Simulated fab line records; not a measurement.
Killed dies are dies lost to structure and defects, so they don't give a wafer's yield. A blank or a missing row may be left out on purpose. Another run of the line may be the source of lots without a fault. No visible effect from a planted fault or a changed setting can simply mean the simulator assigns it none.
fab line records -- flow sky130
record lots=7, wafers=21, last-day=50
route steps=708 shown RES_XHIGH@336 SD_N@342
lots that met no fault: from a run of the same line without faults
start-h: hours from the record's opening day to when the first of the lot's shown wafers began -- wait-h: how many hours have passed since the lot's step before this one -- " repeats the value in the row above -- L1.1+2: one row covering several wafers at once -- - value missing, or start not given -- * or withheld: withheld -- < > ~ a bound
route shown NAME@n: a module of which the file shows steps, and the number in the route of the first -- usual: mean/standard deviation of fault-free wafers -- same: alike in all rows -- chamber/n: place in a boat -- sites: readings site by site -- _std_site: the standard deviation of these -- _edge_site: inner sites' mean taken away from outer sites' mean -- radius-mm: how far each site lies from the wafer's centre -- mask NAME#n: copy n -- behind: tool/chamber where the wafer was last shaped -- hold: the reason the lot was held/the length of the hold in hours/how it ended -- device: names the non-switching transistor (n, p or np) -- end of line: the same wafers' tests at the end of the route -- a step with no rows: only its recipe -- killed: not the wafer's yield, but the dies lost to structure and defects at the first sort -- map: a wafer's dies, x killed, . not, _ none there
set.NAME: the setting as run; set.NAME@STEP: as run at that earlier step -- model.NAME: the simulator's own value behind a step, which no gauge read
lots at selected steps of the route; one table per step, one row per wafer
services: a tool's chamber out of use, with start hour (start-h, from the record's first day; less than 0 if before it), hours out, and reason
## steps
# step SKY_RES_XHIGH_EXPOSE_04
# recipe mask-id=URPM, na=0.6, source-shape=conventional, sigma-outer=0.6, polarization=unpolarized, target-cd-nm=1270, dose-mj=140
# step SKY_RES_XHIGH_PEB_05
# recipe temp-c=withheld, time-s=*, resist=NOVOLAK
# step SKY_RES_XHIGH_DEVELOP_06
# recipe resist=NOVOLAK, developer=TMAH, develop-time-s=60, dev-temp-c=23
# step SKY_RES_XHIGH_IMPLANT_07
# recipe species=BF2, energy-kev=20.29, dose-cm2=3.6e+14, tilt-deg=0
# step SKY_RES_XHIGH_STRIP_08
# recipe chemistry=O2/N2, power-w=1400, pressure-mtorr=1500, platen-temp-c=withheld, o2-flow-sccm=3000, n2-flow-sccm=300, overash-fraction=0.5
# usual drypump-motor-current-A=5.3/0.52, oes-product-au=0.711/0.0047, strip-time-to-endpoint-s=14.27/0.041
lot.wafer,tool,chamber,start-h,wait-h,drypump-motor-current-A,oes-product-au,rf-hours-counter-h,strip-time-to-endpoint-s
L944.4,plasma-asher-04,0,633.00,0.1,5.5,0.702,-,14.23
L944.5,plasma-asher-04,0,633.00,0.1,5.5,0.714,-,14.27
L944.6,plasma-asher-04,1,633.00,0.1,4.9,0.706,-,14.27
L956.2,plasma-asher-01,1,730.13,0.1,6.1,0.713,105,14.28
L956.4,plasma-asher-01,1,730.13,0.1,6.0,0.711,-,14.28
L956.6,plasma-asher-01,1,730.13,0.1,6.0,0.716,-,14.25
L957.2,plasma-asher-02,1,734.37,0.1,5.0,0.711,93,14.18
L957.4,plasma-asher-02,0,734.37,0.1,4.8,0.706,-,14.20
L957.5,plasma-asher-02,0,734.37,0.1,4.8,0.707,-,14.18
L958.3,plasma-asher-02,0,738.55,0.1,4.8,0.711,-,14.24
L958.4,plasma-asher-02,1,738.55,0.1,5.0,0.709,-,14.30
L958.5,plasma-asher-02,1,738.55,0.1,5.0,0.709,-,14.32
L959.1,plasma-asher-02,0,748.88,0.1,4.7,0.707,95,14.34
L959.2,plasma-asher-02,1,748.88,0.1,5.0,0.707,95,14.31
L959.3,plasma-asher-02,1,748.88,0.1,5.0,0.715,-,14.32
L960.1,plasma-asher-01,0,752.78,0.1,6.2,0.714,1,14.28
L960.3,plasma-asher-01,0,752.78,0.1,6.2,0.717,-,14.33
L960.5,plasma-asher-01,1,752.78,0.1,6.0,0.704,-,14.29
L965.2,plasma-asher-04,0,787.93,0.1,5.5,0.704,66,14.24
L965.4,plasma-asher-04,1,787.93,0.1,4.9,0.714,-,14.23
L965.6,plasma-asher-04,1,787.93,0.1,5.0,0.713,-,14.25
# step SKY_RES_XHIGH_TW_MEAS_09
# usual RES_XHIGH_TW=1666/10
lot.wafer,tool,chamber,start-h,wait-h,RES_XHIGH_TW
L944.4,film-metro-01,-,633.10,0.1,1661
L944.5,film-metro-01,-,633.10,0.1,1664
L944.6,film-metro-01,-,633.10,0.1,1659
L956.2,film-metro-03,-,730.24,0.1,1678
L956.4,film-metro-03,-,730.24,0.1,1666
L956.6,film-metro-03,-,730.24,0.1,1676
L957.2,film-metro-04,-,734.48,0.1,1654
L957.4,film-metro-04,-,734.48,0.1,1639
L957.5,film-metro-04,-,734.48,0.1,1654
L958.3,film-metro-03,-,738.64,0.1,1678
L958.4,film-metro-03,-,738.64,0.1,1674
L958.5,film-metro-03,-,738.64,0.1,1672
L959.1,film-metro-01,-,748.98,0.1,1672
L959.2,film-metro-01,-,748.98,0.1,1666
L959.3,film-metro-01,-,748.98,0.1,1675
L960.1,film-metro-01,-,752.88,0.1,1670
L960.3,film-metro-01,-,752.88,0.1,1688
L960.5,film-metro-01,-,752.88,0.1,1673
L965.2,film-metro-03,-,788.04,0.1,1680
L965.4,film-metro-03,-,788.04,0.1,1681
L965.6,film-metro-03,-,788.04,0.1,1680
# step SKY_SD_N_DEHYDRATE_00
# recipe temp-c=200, time-s=60
# step SKY_SD_N_HMDS_01
# recipe prime-time-s=60, prime-temp-c=120
# step SKY_SD_N_COAT_02
# recipe resist=NOVOLAK, spin-rpm=3000, resist-thk-nm=1140
# step SKY_SD_N_SOFTBAKE_03
# recipe temp-c=90, time-s=60, resist=NOVOLAK
# step SKY_SD_N_EXPOSE_04
# recipe mask-id=NSDM, na=0.6, source-shape=conventional, sigma-outer=0.6, polarization=unpolarized, target-cd-nm=380, dose-mj=141
# step SKY_SD_N_PEB_05
# recipe temp-c=withheld, time-s=*, resist=NOVOLAK
# step SKY_SD_N_DEVELOP_06
# recipe resist=NOVOLAK, developer=TMAH, develop-time-s=60, dev-temp-c=23
lot.wafer,tool,chamber,start-h,wait-h
L944.4+5+6,litho-track-03,0,662.24,0.1
L956.2+4+6,litho-track-01,0,757.73,0.1
L957.2+4+5,litho-track-03,0,760.89,0.1
L958.3+4+5,litho-track-03,0,766.42,0.1
L959.1+2+3,litho-track-03,0,775.97,0.1
L960.1+3+5,litho-track-03,0,779.87,0.1
L965.2+4+6,litho-track-01,0,814.58,0.1
# step SKY_SD_N_CD_MEAS_07
# recipe target-cd-nm=380
# usual cd-nm=380.2/2.7
lot.wafer,tool,chamber,start-h,wait-h,cd-nm
L944.4,cd-sem-02,-,662.38,0.1,378.9
L944.5,cd-sem-02,-,662.38,0.1,379.6
L944.6,cd-sem-02,-,662.38,0.1,378.2
L956.2,cd-sem-01,-,757.87,0.1,377.8
L956.4,cd-sem-01,-,757.87,0.1,375.7
L956.6,cd-sem-01,-,757.87,0.1,377.8
L957.2,cd-sem-02,-,761.04,0.1,379.8
L957.4,cd-sem-02,-,761.04,0.1,379.1
L957.5,cd-sem-02,-,761.04,0.1,381.6
L958.3,cd-sem-02,-,766.56,0.1,403.1
L958.4,cd-sem-02,-,766.56,0.1,400.0
L958.5,cd-sem-02,-,766.56,0.1,402.6
L959.1,cd-sem-02,-,776.12,0.1,402.3
L959.2,cd-sem-02,-,776.12,0.1,398.7
L959.3,cd-sem-02,-,776.12,0.1,402.5
L960.1,cd-sem-02,-,780.02,0.1,398.5
L960.3,cd-sem-02,-,780.02,0.1,397.8
L960.5,cd-sem-02,-,780.02,0.1,398.2
L965.2,cd-sem-01,-,814.76,0.2,386.3
L965.4,cd-sem-01,-,814.76,0.2,386.7
L965.6,cd-sem-01,-,814.76,0.2,383.6
# step SKY_SD_N_OVL_MEAS_08
# usual SD_N_OVL=-0.1/1.6
lot.wafer,tool,chamber,start-h,wait-h,SD_N_OVL[nm]
L944.4,overlay-02,-,662.46,0.1,0.9
L944.5,overlay-02,-,662.46,0.1,-1.1
L944.6,overlay-02,-,662.46,0.1,0.4
L956.2,overlay-01,-,757.98,0.1,1.3
L956.4,overlay-01,-,757.98,0.1,3.7
L956.6,overlay-01,-,757.98,0.1,2.1
L957.2,overlay-01,-,761.14,0.1,-4.2
L957.4,overlay-01,-,761.14,0.1,-2.7
L957.5,overlay-01,-,761.14,0.1,-4.1
L958.3,overlay-01,-,766.65,0.1,-2.2
L958.4,overlay-01,-,766.65,0.1,0.8
L958.5,overlay-01,-,766.65,0.1,-0.4
L959.1,overlay-01,-,776.24,0.1,1.1
L959.2,overlay-01,-,776.24,0.1,1.5
L959.3,overlay-01,-,776.24,0.1,0.7
L960.1,overlay-01,-,780.14,0.1,-1.3
L960.3,overlay-01,-,780.14,0.1,0.7
L960.5,overlay-01,-,780.14,0.1,-1.2
L965.2,overlay-02,-,814.86,0.1,0.7
L965.4,overlay-02,-,814.86,0.1,1.4
L965.6,overlay-02,-,814.86,0.1,1.0
## services
tool,chamber,start-h,hours,kind
plasma-asher-02,-,638.98,1.7,repair
plasma-asher-02,-,642.88,3.0,repair
plasma-asher-01,-,733.75,9.0,pm
plasma-asher-01,0,733.75,9.0,vent-cycle
plasma-asher-01,1,733.75,9.0,vent-cycle
plasma-asher-01,0,742.75,-,clean
plasma-asher-01,1,742.75,-,clean
plasma-asher-01,-,753.33,0.5,repair
plasma-asher-04,-,761.79,11.5,repair
## key
first-sign step=SKY_SD_N_CD_MEAS_07, reading=cd-nm, direction=up, sigmas=7.5, usual=380.2, struck=400.4, through=control-loop
effect none on later readings
met-at SKY_SD_N_DEVELOP_06
struck-wafers L958.3,L958.4,L958.5,L959.1,L959.2,L959.3,L960.1,L960.3,L960.5
tester-left-out L958,L959,L960
loop-trim step=SKY_SD_N_EXPOSE_04, setting=dose, lots=L960
onset-between 760.89 766.42
fault kind=process-parameter-drift, tool=litho-track-03, chamber=-, onset-h=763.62, steps=SKY_SD_N_DEVELOP_06, channel=develop-time-s, offset=*, shape=step, end-h=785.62, acts-in=*, stated=*
# tester-left-out: of these lots the tester's yield and bins aren't shown, on N5 and GAA mostly nor the transistor test; their killed dies are dies lost to structure and defects alone, not to doping, threshold or leakage, so they don't give the yield
# loop-trim: a control loop set the setting to another value than it would have without faults
